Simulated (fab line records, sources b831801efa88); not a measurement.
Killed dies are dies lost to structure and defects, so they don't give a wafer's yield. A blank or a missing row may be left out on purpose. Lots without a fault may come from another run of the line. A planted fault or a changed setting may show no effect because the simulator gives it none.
One fault seen from 2 desks | flow gf180mcu | each desk has only its own numbers; what lay behind them comes last

THE METROLOGY DESK
What the gauges read, lot by lot, whatever tool the lot ran on: means of the sampled wafers that have a number. A lot is out of limits, marked OUT, if its mean lies more than 4 standard deviations from the usual mean; the brackets give that distance.
Columns: A = PSD_RS at GF_PSD_RS_MEAS_15, usual 108.54 ohm/sq; B = SAB_CVD_00_THK at GF_SAB_THK_MEAS_01, usual 50.0 nm; C = cd_nm at GF_SAB_CD_MEAS_09, usual 420.9 nm; D = SAB_OVL at GF_SAB_OVL_MEAS_10, usual -0.2 nm
lot  | first seen here | A      | B    | C     | D
L975 | day 16 11:07    | 108.12 | 50.2 | 419.5 | -0.8
L978 | day 17 02:44    | 108.61 | 49.9 | 424.3 | -1.3
L986 | day 19 20:42    | 108.14 | 50.6 | 419.4 | -1.6
L989 | day 20 19:18    | 108.36 | 49.0 | 421.1 | 0.9
L990 | day 20 23:54    | 108.79 | 49.8 | 418.3 | -0.4
L991 | day 21 04:00    | 108.33 | 49.8 | 418.9 | -0.7
This desk's finding: nothing out of limits on any of the 6 lots.

THE TOOL OWNER'S DESK: rie_diel-03
The tool's own readings at GF_SAB_ETCH_11 (etches SiO2 in C4F8/O2/Ar, target depth 55 nm, time 8.5 s): means of the sampled wafers that have a number, for each lot that ran on this tool. A lot is out of limits, marked OUT, if its mean lies more than 4 standard deviations from the usual mean; the brackets give that distance.
Columns: A = chamber_pressure_mTorr at GF_SAB_ETCH_11, usual 40.00 mTorr; B = oes_product_au at GF_SAB_ETCH_11, usual 1.002 a.u.
lot  | first seen here | A     | B
L975 | day 17 09:34    | 40.05 | 0.992
L986 | day 20 20:35    | 40.02 | 1.004
L989 | day 21 19:35    | 40.02 | 1.004
L990 | day 21 23:34    | 40.02 | 1.004
This desk's finding: nothing out of limits on any of the 4 lots.

PUT TOGETHER
The metrology desk saw nothing out of limits.
The tool owner's desk saw nothing out of limits.

WHAT THE SIMULATOR HAD PUT IN
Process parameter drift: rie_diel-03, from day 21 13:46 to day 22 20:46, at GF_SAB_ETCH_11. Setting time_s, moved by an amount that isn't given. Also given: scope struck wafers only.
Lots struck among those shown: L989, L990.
